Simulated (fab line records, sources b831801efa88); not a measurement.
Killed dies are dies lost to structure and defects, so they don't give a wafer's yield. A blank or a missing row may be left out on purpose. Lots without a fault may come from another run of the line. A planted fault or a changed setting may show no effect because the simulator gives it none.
Which tool did it? | flow sky130 | 10 lots, 30 wafers sampled, at 1 step of a route of 708

WHAT THE GAUGES READ, wafer by wafer
SKY_SD_N_CD_MEAS_07: target cd 380 nm.
lot  | measured     | on        | cd_nm (nm)
L176 | day 30 12:17 | cd_sem-01 | 381.4 382.8 382.2
L181 | day 31 04:05 | cd_sem-02 | 381.1 380.3 380.5
L187 | day 33 06:22 | cd_sem-01 | 378.3 378.9 378.8
L188 | day 33 07:56 | cd_sem-02 | 381.0 380.5 378.5
L189 | day 33 12:16 | cd_sem-01 | 381.1 380.6 382.4
L190 | day 34 03:46 | cd_sem-02 | 381.6 380.7 380.6
L191 | day 34 08:07 | cd_sem-01 | 384.5 385.5 385.2
L192 | day 34 09:01 | cd_sem-02 | 381.5 379.9 379.9
L193 | day 34 20:34 | cd_sem-01 | 379.7 377.9 379.9
L194 | day 35 06:07 | cd_sem-01 | 379.9 380.2 381.2

WHICH TOOL RAN EACH LOT (tool, then ch and the chambers of the sampled wafers, then the start)
The record holds no process step before these readings.

THE ANSWER, worked out from the rows above alone
Rule: what is usual is taken from the lots themselves. Put in order of their means at a reading, lots are off if they are a third of the lots or fewer, leave a main group of 4 or more, and stand apart from it by a gap of 3 or more times the standard deviation of the main group's means; of several such gaps the widest counts. A main group whose means are all the same, to the digits that the tables above print for the reading, isn't used. A lot without any number at a reading at which 4 lots or more have one is off too. The other lots that the step has rows for count as sound.
No lot is off at any reading shown: from this, nothing can be told.

WHAT THE SIMULATOR HAD PUT IN
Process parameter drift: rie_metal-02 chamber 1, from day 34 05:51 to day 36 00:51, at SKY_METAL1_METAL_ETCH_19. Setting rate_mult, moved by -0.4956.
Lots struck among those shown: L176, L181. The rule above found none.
